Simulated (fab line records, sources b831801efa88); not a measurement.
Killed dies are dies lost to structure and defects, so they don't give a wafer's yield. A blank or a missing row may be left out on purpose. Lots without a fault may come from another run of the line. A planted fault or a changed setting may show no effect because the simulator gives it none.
fab line records | flow sky130 | part 2 of 2: steps 34 to 44 of 44
record lots=5 wafers=15 last_day=50
route steps=708 shown POLY_GATE@233 LDD_N@237 LDD_P@255 LDD_HVN@267
lots that met no fault: from a run of the same line without faults
start_h: hours from the record's first day to the start of the lot's first wafer shown | wait_h: hours since the lot's step before | " the same as in the row above | L1.1+2: a row that stands for several wafers | - no value, or no start given | * or withheld: withheld | < > ~ a bound
route shown NAME@n: a module of which the file shows steps, and the number in the route of the first | usual: mean/standard deviation of fault-free wafers | same: alike in all rows | chamber/n: place in a boat | sites: the reading at each site | _std_site: their standard deviation | _edge_site: outer sites' mean less inner sites' | radius_mm: how far each site lies from the wafer's centre | mask NAME#n: copy n | behind: the tool/chamber that last shaped the wafer | hold: why the lot was held/for how many hours/how that ended | device: the transistor (n, p or np) that didn't switch | end of line: the same wafers' tests at the end of the route | a step without rows: its recipe alone | killed: dies lost to structure and defects at the first sort, not the wafer's yield | map: a wafer's dies, x killed, . not, _ none there
set.NAME: the setting as run; set.NAME@STEP: as run at that earlier step | model.NAME: the simulator's own value behind a step, which no gauge read
lots at some steps of the route; a table a step, a row a wafer
services: from which hour (start_h, from the record's first day; less than 0 if before it) a tool's chamber was out of use, for how many hours, and why
## steps
# step SKY_LDD_P_TW_MEAS_11
# usual LDD_P_TW=634/4.5
# columns lot.wafer tool chamber start_h wait_h LDD_P_TW
L074.2 film_metro-01 - 434.60 0.1 631
L074.4 " - " " 632
L074.5 " - " " 632
L080.3 film_metro-01 - 494.01 0.1 631
L080.4 " - " " 633
L080.5 " - " " 637
L081.2 film_metro-01 - 500.80 0.1 633
L081.3 " - " " 636
L081.6 " - " " 633
L087.4 film_metro-04 - 550.17 0.1 629
L087.5 " - " " 630
L087.6 " - " " 631
L094.2 film_metro-01 - 621.52 0.1 628
L094.3 " - " " 628
L094.6 " - " " 626
# step SKY_LDD_HVN_DEHYDRATE_00
# recipe temp_c=200 time_s=60
# usual plate_temp_C=200.00/0.13
# columns lot.wafer tool chamber start_h wait_h plate_temp_C
L074.2 litho_track-04 0 448.60 14.0 199.87
L074.4 " 0 " " 199.87
L074.5 " 0 " " 199.69
L080.3 litho_track-03 0 508.46 14.4 200.07
L080.4 " 0 " " 199.90
L080.5 " 0 " " 200.19
L081.2 litho_track-04 0 514.70 13.9 199.86
L081.3 " 0 " " 199.96
L081.6 " 0 " " 199.77
L087.4 litho_track-02 0 564.66 14.5 200.15
L087.5 " 0 " " 200.08
L087.6 " 0 " " 200.11
L094.2 litho_track-04 0 634.85 13.3 200.00
L094.3 " 0 " " 200.13
L094.6 " 0 " " 200.02
# step SKY_LDD_HVN_HMDS_01
# recipe prime_time_s=60 prime_temp_c=120
# columns lot.wafer tool chamber start_h wait_h
L074.2+4+5 litho_track-04 0 448.75 0.1
L080.3+4+5 litho_track-03 0 508.61 0.1
L081.2+3+6 litho_track-04 0 514.85 0.1
L087.4+5+6 litho_track-02 0 564.81 0.1
L094.2+3+6 litho_track-04 0 635.00 0.1
# step SKY_LDD_HVN_COAT_02
# recipe resist=NOVOLAK spin_rpm=3000 resist_thk_nm=300
# columns lot.wafer tool chamber start_h wait_h
L074.2+4+5 litho_track-04 0 448.90 0.1
L080.3+4+5 litho_track-03 0 508.76 0.1
L081.2+3+6 litho_track-04 0 515.00 0.1
L087.4+5+6 litho_track-02 0 564.96 0.1
L094.2+3+6 litho_track-04 0 635.15 0.1
# step SKY_LDD_HVN_SOFTBAKE_03
# recipe temp_c=90 time_s=60 resist=NOVOLAK
# usual plate_temp_C=89.98/0.12
# columns lot.wafer tool chamber start_h wait_h plate_temp_C
L074.2 litho_track-04 0 449.05 0.1 89.64
L074.4 " 0 " " 89.84
L074.5 " 0 " " 89.73
L080.3 litho_track-03 0 508.91 0.1 90.10
L080.4 " 0 " " 89.88
L080.5 " 0 " " 89.88
L081.2 litho_track-04 0 515.15 0.1 90.06
L081.3 " 0 " " 89.94
L081.6 " 0 " " 89.78
L087.4 litho_track-02 0 565.11 0.1 89.94
L087.5 " 0 " " 89.96
L087.6 " 0 " " 89.95
L094.2 litho_track-04 0 635.30 0.1 90.22
L094.3 " 0 " " 90.09
L094.6 " 0 " " 89.96
# step SKY_LDD_HVN_EXPOSE_04
# recipe mask_id=HVNTM na=0.6 source_shape=conventional sigma_outer=0.6 polarization=unpolarized target_cd_nm=700 dose_mj=127
# usual reticle_temp_C=23.01/0.12 stage_vel_mm_s=500.04/0.23
# columns lot.wafer tool chamber start_h wait_h mask reticle_temp_C stage_vel_mm_s
L074.2 iline_stepper-01 0 - - HVNTM#0 23.06 499.86
L074.4 " 0 " " HVNTM#0 23.10 500.10
L074.5 " 0 " " HVNTM#0 23.08 499.96
L080.3 iline_stepper-01 0 - - HVNTM#0 22.96 499.97
L080.4 " 0 " " HVNTM#0 23.11 499.87
L080.5 " 0 " " HVNTM#0 23.00 499.85
L081.2 iline_stepper-02 0 - - HVNTM#0 22.81 500.07
L081.3 " 0 " " HVNTM#0 22.99 499.65
L081.6 " 0 " " HVNTM#0 22.91 499.95
L087.4 iline_stepper-02 0 - - HVNTM#0 23.02 500.45
L087.5 " 0 " " HVNTM#0 23.03 500.22
L087.6 " 0 " " HVNTM#0 22.95 500.17
L094.2 iline_stepper-02 0 - - HVNTM#0 23.12 499.92
L094.3 " 0 " " HVNTM#0 23.24 500.40
L094.6 " 0 " " HVNTM#0 23.06 500.07
# step SKY_LDD_HVN_PEB_05
# recipe temp_c=withheld time_s=* resist=NOVOLAK
# columns lot.wafer tool chamber start_h wait_h
L074.2+4+5 litho_track-02 0 - -
L080.3+4+5 litho_track-04 0 - -
L081.2+3+6 litho_track-02 0 - -
L087.4+5+6 litho_track-04 0 - -
L094.2+3+6 litho_track-04 0 - -
# step SKY_LDD_HVN_DEVELOP_06
# recipe resist=NOVOLAK developer=TMAH develop_time_s=60 dev_temp_c=23
# columns lot.wafer tool chamber start_h wait_h
L074.2+4+5 litho_track-02 0 465.31 0.1
L080.3+4+5 litho_track-04 0 523.83 0.1
L081.2+3+6 litho_track-02 0 531.01 0.1
L087.4+5+6 litho_track-04 0 579.25 0.1
L094.2+3+6 litho_track-04 0 649.90 0.1
# step SKY_LDD_HVN_OVL_MEAS_07
# usual LDD_HVN_OVL=-0.5/1.2
# columns lot.wafer tool chamber start_h wait_h LDD_HVN_OVL[nm]
L074.2 overlay-02 - 465.44 0.1 -0.5
L074.4 " - " " -0.3
L074.5 " - " " -0.1
L080.3 overlay-01 - 523.94 0.1 1.1
L080.4 " - " " -1.6
L080.5 " - " " -0.2
L081.2 overlay-01 - 531.14 0.1 -0.1
L081.3 " - " " 1.1
L081.6 " - " " -1.9
L087.4 overlay-02 - 579.35 0.1 -2.0
L087.5 " - " " -2.3
L087.6 " - " " 0.0
L094.2 overlay-01 - 650.03 0.1 0.6
L094.3 " - " " -1.3
L094.6 " - " " 0.6
# step SKY_LDD_HVN_IMPLANT_08
# recipe species=P energy_kev=60 dose_cm2=3e+13 tilt_deg=40
# columns lot.wafer tool chamber start_h wait_h
L074.2+4+5 implanter-03 0 465.50 0.0
L080.3+4+5 implanter-03 0 524.01 0.1
L081.2+3+6 implanter-03 0 531.20 0.0
L087.4+5+6 implanter-01 0 579.44 0.1
L094.2+3+6 implanter-04 0 650.09 0.0
# step SKY_LDD_HVN_STRIP_09
# recipe chemistry=O2/N2 power_w=1400 pressure_mtorr=1500 platen_temp_c=withheld o2_flow_sccm=3000 n2_flow_sccm=300 overash_fraction=0.5
# usual drypump_motor_current_A=5.6/0.56 o2_flow_sccm=3000/9.1 oes_product_au=0.409/0.0044 strip_time_to_endpoint_s=4.134/0.016
# columns lot.wafer tool chamber start_h wait_h drypump_motor_current_A o2_flow_sccm oes_product_au rf_hours_counter_h strip_time_to_endpoint_s
L074.2 plasma_asher-04 1 465.62 0.1 5.4 2994 0.413 35 4.140
L074.4 " 1 " " 5.5 3014 0.403 - 4.139
L074.5 " 1 " " 5.5 2991 0.410 - 4.155
L080.3 plasma_asher-04 0 524.15 0.1 6.6 2990 0.411 - 4.136
L080.4 " 1 " " 5.5 3009 0.408 - 4.156
L080.5 " 1 " " 5.4 3002 0.412 - 4.151
L081.2 plasma_asher-03 0 531.32 0.1 5.3 3000 0.408 78 4.141
L081.3 " 0 " " 5.3 2997 0.409 - 4.147
L081.6 " 1 " " 5.2 3000 0.410 - 4.159
L087.4 plasma_asher-03 0 579.55 0.1 5.3 3000 0.412 - 4.104
L087.5 " 1 " " 5.3 2998 0.406 - 4.107
L087.6 " 0 " " 5.3 3004 0.408 - 4.099
L094.2 plasma_asher-03 0 650.21 0.1 5.3 2992 0.409 90 4.143
L094.3 " 0 " " 5.3 3006 0.411 - 4.135
L094.6 " 0 " " 5.3 3004 0.404 - 4.140
## services
# columns tool chamber start_h hours kind
iline_stepper-02 - 350.24 1.7 pm
implanter-03 - 350.85 4.3 pm
implanter-03 - 355.57 3.6 repair
implanter-03 - 385.17 2.6 pm
iline_stepper-01 - 385.45 1.7 pm
implanter-01 - 411.18 3.7 repair
plasma_asher-04 - 413.81 3.0 repair
plasma_asher-03 - 431.69 1.5 repair
implanter-02 - 431.80 9.4 repair
implanter-01 - 432.70 6.7 repair
implanter-01 - 459.02 0.8 repair
plasma_asher-03 - 459.36 1.6 repair
plasma_asher-03 - 460.97 4.3 pm
implanter-01 - 510.04 3.1 repair
implanter-01 - 520.56 3.1 pm
implanter-01 - 523.61 4.5 pm
implanter-01 - 530.43 1.4 repair
plasma_asher-04 - 530.70 0.7 repair
iline_stepper-02 - 544.12 3.0 repair
iline_stepper-02 - 566.36 8.6 repair
iline_stepper-02 - 575.01 1.7 pm
implanter-02 - 599.76 2.3 repair
iline_stepper-01 - 603.63 1.7 pm
iline_stepper-02 - 645.67 2.1 pm
